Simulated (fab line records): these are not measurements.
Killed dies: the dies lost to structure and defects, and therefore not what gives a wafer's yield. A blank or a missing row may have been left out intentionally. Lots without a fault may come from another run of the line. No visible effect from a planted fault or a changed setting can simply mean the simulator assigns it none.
Which of the tools did it? | flow sky130 | Sampling: 12 lots, 36 wafers, 4 of 708 route steps

WHAT THE GAUGES SHOWED, per wafer
SKY_VT_ADJUST_HVTP_CD_MEAS_07: the cd target is 380 nm.
lot  | measured     | on        | cd_nm (nm)
L591 | day 6 12:37  | cd_sem-01 | 378.4 378.2 378.6
L592 | day 6 20:00  | cd_sem-01 | 380.5 380.8 380.5
L593 | day 7 02:02  | cd_sem-02 | 381.3 380.5 381.0
L594 | day 7 06:14  | cd_sem-01 | 382.1 383.6 383.9
L598 | day 8 20:13  | cd_sem-01 | 380.7 380.7 381.6
L599 | day 9 04:55  | cd_sem-01 | 382.4 382.5 380.1
L604 | day 10 01:13 | cd_sem-02 | 380.0 378.7 379.3
L605 | day 10 07:25 | cd_sem-02 | 383.8 380.3 380.3
L608 | day 11 02:10 | cd_sem-01 | 381.0 381.9 383.1
L609 | day 11 10:08 | cd_sem-02 | 373.9 375.6 376.7
L612 | day 12 02:16 | cd_sem-02 | 381.4 378.5 380.1
L613 | day 12 11:43 | cd_sem-01 | 377.6 379.1 378.2

SKY_LI_CONTACT_BOW_MEAS_03.
lot  | measured     | on            | LI_CONTACT_BOW (um)
L591 | day 28 19:33 | film_metro-03 | 52 55 67
L592 | day 29 01:58 | film_metro-02 | 49 57 51
L593 | day 29 20:22 | film_metro-03 | 53 55 37
L594 | day 29 20:40 | film_metro-04 | 72 62 56
L598 | day 32 01:29 | film_metro-02 | 69 54 47
L599 | day 32 06:44 | film_metro-03 | 59 51 58
L604 | day 33 06:25 | film_metro-02 | 55 54 55
L605 | day 33 17:15 | film_metro-02 | 57 61 68
L608 | day 34 10:33 | film_metro-03 | 63 67 57
L609 | day 34 15:56 | film_metro-04 | 55 57 58
L612 | day 35 20:19 | film_metro-04 | 62 55 56
L613 | day 35 20:33 | film_metro-03 | 37 54 45

WHICH TOOL RAN EACH LOT (tool, then ch and the chambers of the sampled wafers, then the start)
lot  | SKY_POLY_CUT_ETCH_10               | SKY_SD_P_STRIP_10
L591 | rie_diel-03 ch 1,2,3, day 25 01:32 | plasma_asher-03 ch 0, day 26 08:28
L592 | rie_diel-02 ch 1,2,3, day 25 08:21 | plasma_asher-03 ch 0,1, day 26 14:29
L593 | rie_diel-04 ch 0,2, day 26 03:42   | plasma_asher-03 ch 0,1, day 27 09:27
L594 | rie_diel-03 ch 1,2, day 26 04:21   | plasma_asher-01 ch 0,1, day 27 09:45
L598 | rie_diel-03 ch 0,2,3, day 28 09:36 | plasma_asher-01 ch 0,1, day 29 14:36
L599 | rie_diel-04 ch 1,2,3, day 28 16:42 | plasma_asher-02 ch 0,1, day 29 21:31
L604 | rie_diel-03 ch 0, day 29 18:00     | plasma_asher-03 ch 0,1, day 30 22:05
L605 | rie_diel-03 ch 0,1,3, day 30 03:12 | plasma_asher-01 ch 0,1, day 31 08:30
L608 | rie_diel-02 ch 1,2, day 30 22:17   | plasma_asher-01 ch 0,1, day 32 02:12
L609 | rie_diel-02 ch 2,3, day 31 04:54   | plasma_asher-01 ch 0,1, day 32 08:43
L612 | rie_diel-02 ch 1,2, day 32 05:08   | plasma_asher-01 ch 0,1, day 33 08:43
L613 | rie_diel-04 ch 0,1, day 32 09:51   | plasma_asher-03 ch 0,1, day 33 13:12
- SKY_POLY_CUT_ETCH_10: etches BARC in N2/H2, stops on SiO2, time 45.9 s, target depth 60 nm.
- SKY_SD_P_STRIP_10: strips in O2/N2.

AS READ BY THE TOOLS THEMSELVES (means over the sampled wafers that have a number; for cases with no such wafer, the mark the record gives instead)
SKY_POLY_CUT_ETCH_10.
lot  | tool        | drypump_motor_current_A (A) | oes_product_au (a.u.) | run_length_s (s) | throttle_valve_pct (%)
L591 | rie_diel-03 | 6.1                         | 0.856                 | 74.2             | 13.218
L592 | rie_diel-02 | 5.5                         | 0.851                 | 74.4             | 13.220
L593 | rie_diel-04 | 5.5                         | 0.850                 | 74.2             | 13.228
L594 | rie_diel-03 | 6.3                         | 0.854                 | 74.8             | 13.231
L598 | rie_diel-03 | 5.7                         | 0.855                 | 74.5             | 13.223
L599 | rie_diel-04 | 5.8                         | 0.857                 | 74.4             | 13.228
L604 | rie_diel-03 | 5.7                         | 0.832                 | 76.8             | 13.231
L605 | rie_diel-03 | 5.9                         | 0.825                 | 76.6             | 13.222
L608 | rie_diel-02 | 5.4                         | 0.861                 | 74.3             | 13.225
L609 | rie_diel-02 | 5.2                         | 0.858                 | 74.7             | 13.233
L612 | rie_diel-02 | 5.4                         | 0.857                 | 74.5             | 13.228
L613 | rie_diel-04 | 5.6                         | 0.856                 | 73.7             | 13.231

SKY_SD_P_STRIP_10.
lot  | tool            | drypump_motor_current_A (A) | oes_product_au (a.u.) | strip_time_to_endpoint_s (s)
L591 | plasma_asher-03 | 6.1                         | 0.617                 | 17.41
L592 | plasma_asher-03 | 5.9                         | 0.621                 | 17.45
L593 | plasma_asher-03 | 5.9                         | 0.617                 | 17.51
L594 | plasma_asher-01 | 5.8                         | 0.614                 | 17.47
L598 | plasma_asher-01 | 5.8                         | 0.617                 | 17.43
L599 | plasma_asher-02 | 5.5                         | 0.608                 | 17.53
L604 | plasma_asher-03 | 5.9                         | 0.617                 | 17.45
L605 | plasma_asher-01 | 5.8                         | 0.617                 | 17.50
L608 | plasma_asher-01 | 5.8                         | 0.615                 | 17.53
L609 | plasma_asher-01 | 5.8                         | 0.615                 | 17.50
L612 | plasma_asher-01 | 5.6                         | 0.616                 | 17.48
L613 | plasma_asher-03 | 6.0                         | 0.615                 | 17.53

THE ANSWER, worked out from the rows above alone
Rule: usual is defined by the lots themselves. Put in order of their means at a reading, lots are off if they are a third of the lots or fewer, leave a main group of 4 or more, and stand apart from it by a gap of 3 or more times the standard deviation of the main group's means; of several such gaps the widest counts. A main group is skipped when, at the precision printed for the reading in the tables above, its means are all equal. A lot without any number at a reading at which 4 lots or more have one is off too. Any other lot the step has rows for is counted as sound. After the gauges, taken in route order, come the tools' own readings; for these a lot's mean is taken, as printed above. At the first step where some lot is off, the reading lying furthest off is the one used; lots without a number count as furthest.
Off: L604, L605 (SKY_POLY_CUT_ETCH_10, run_length_s). The main group has a mean of 74.4 s with a standard deviation of 0.29.
A tool fits if, at that step or a process step before it, it ran every lot that is off, and no sound lot after the first of them. One fits: SKY_POLY_CUT_ETCH_10 on rie_diel-03. A fault onset in the window from L598 (day 28 09:36, its last sound lot) to L604 (day 29 18:00, its first lot off) fits.
The tool's own readings at SKY_POLY_CUT_ETCH_10 bear it out: on the lots that are off they differ by more than 5 times the standard deviation of the sound lots' means. oes_product_au reads 0.829 a.u. there against 0.855 a.u. on the sound lots; run_length_s reads 76.7 s there against 74.4 s on the sound lots.

WHAT THE SIMULATOR HAD PUT IN
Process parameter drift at SKY_POLY_CUT_ETCH_10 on rie_diel-03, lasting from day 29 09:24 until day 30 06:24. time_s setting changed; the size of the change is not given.
Lots struck among those shown: L604, L605. The rule above found the same.
